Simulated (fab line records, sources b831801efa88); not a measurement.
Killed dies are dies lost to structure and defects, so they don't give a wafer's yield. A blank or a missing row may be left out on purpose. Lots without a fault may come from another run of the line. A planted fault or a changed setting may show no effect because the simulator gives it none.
A struck lot beside a sound one | flow sky130 | 18 steps out of a route of 708
Sound: wafers L373.1, L373.4, L373.5. Struck: wafers L366.1, L366.4, L366.6. The cause comes at the end.
At each step with rows: each side's tool, then ch and its chambers, then its first start. Under that, the readings that differ: sound wafers | struck wafers | difference of the means | sigmas: that difference in standard deviations of wafers without a fault.
alike: readings whose means differ by less than 2 such deviations, and words and numbers that are the same on both sides. not compared: withheld readings, readings that some wafer has no value for, bounds like >300 that may hide the same value, and numbers for which the record gives no deviation and whose values overlap.
The two part at a step that has a row with sigmas, a row that says differs or no value, or rows on one side only. Numbers that don't overlap but have no deviation are shown without sigmas and don't part them. A reading that every wafer of one side lacks parts them only if that side has two wafers or more.

first, 2 steps without rows for these wafers: SKY_GATE_OXIDE_CLEAN_00 (cleans in SC1/SC2, time 150 s); SKY_GATE_OXIDE_OXIDATION_01 (stabilise 600 s, purge 300 s, target thk 10.268 nm).
SKY_GATE_OXIDE_THK_MEAS_02:
  sound on film_metro-01, day 20 04:17; struck on film_metro-04, day 16 14:41
  alike: GATE_OXIDE_OXIDATION_00_THK
then, 7 steps without rows for these wafers: SKY_GATE_OXIDE_DEHYDRATE_03 (time 60 s); SKY_GATE_OXIDE_HMDS_04 (prime time 60 s); SKY_GATE_OXIDE_COAT_05 (resist thk 1140 nm); SKY_GATE_OXIDE_SOFTBAKE_06 (time 60 s); SKY_GATE_OXIDE_EXPOSE_07 (exposes mask LVOM, target cd 600 nm); SKY_GATE_OXIDE_PEB_08; SKY_GATE_OXIDE_DEVELOP_09 (develop time 57.87 s).
SKY_GATE_OXIDE_OVL_MEAS_10:
  sound on overlay-01, day 21 10:11; struck on overlay-02, day 17 19:43
  alike: GATE_OXIDE_OVL
then, 1 step without rows for these wafers: SKY_GATE_OXIDE_IMPLANT_11.
SKY_GATE_OXIDE_WET_ETCH_12: etches SiO2 in dHF, target depth 16.8 nm, time 336 s.
  sound on wet_bench-04 ch 3, day 21 10:22; struck on wet_bench-01 ch 1, day 17 19:54
  no value came back on the struck wafers for bath_heat_duty_pct (%), run_length_s (s); on the sound wafers bath_heat_duty_pct (%) reads 6.6 6.8 5.8
  reading                                    | sound             | struck            | difference | sigmas
  model.SiO2_of_FIELD_ISO_CVD_24.thk_nm (nm) | 364.6 365.8 364.6 | 380.7 381.1 382.9 | +16.6      |
SKY_GATE_OXIDE_STRIP_13: strips in O2/N2.
  sound on plasma_asher-02 ch 0,1, day 21 10:28; struck on plasma_asher-02 ch 0,1, day 17 20:01
  alike: chamber_pressure_mTorr, drypump_motor_current_A, oes_product_au, strip_time_to_endpoint_s
  not compared: rf_hours_counter_h
SKY_GATE_OXIDE_TW_MEAS_14:
  sound on film_metro-04, day 21 10:34; struck on film_metro-01, day 17 20:07
  alike: GATE_OXIDE_TW
SKY_GATE_OXIDE_CLEAN_15: cleans in SC1/SC2, time 150 s.
  sound on wet_bench-01 ch 2, day 21 10:38; struck on wet_bench-02 ch 0, day 17 20:10
  reading                                    | sound             | struck          | difference | sigmas
  model.SiO2_of_FIELD_ISO_CVD_24.thk_nm (nm) | 363.9 365.1 363.9 | 380 380.5 382.2 | +17        |
then, 1 step without rows for these wafers: SKY_GATE_OXIDE_OXIDATION_16 (stabilise 600 s, purge 300 s, target thk 3.57 nm).
-- the record jumps here: 31 days lie between the struck wafers' starts before and after (it left off in module GATE_OXIDE and takes up again in module PAD_OPEN, whose first step shown is number 708 of the route) --
SKY_PAD_OPEN_PROBE_99:
  sound on prober-02, day 50 17:44; struck on prober-01, day 48 12:49
  reading             | sound    | struck      | difference | sigmas
  killed_at_front_end | 8 11 20  | 423 425 418 | +409       | +95
  killed_dies         | 73 72 78 | 492 492 492 | +418       | +44
  killed_on_rim       | 13 13 14 | 96 96 96    | +83        | +20
  alike: killed_at_M0_to_M3, killed_at_M4_up, killed_at_contacts, killed_at_other, killed_open, killed_short

WHERE THEY PART
First at SKY_GATE_OXIDE_WET_ETCH_12; last, within this record, at SKY_PAD_OPEN_PROBE_99.

WHY: what the simulator had put in
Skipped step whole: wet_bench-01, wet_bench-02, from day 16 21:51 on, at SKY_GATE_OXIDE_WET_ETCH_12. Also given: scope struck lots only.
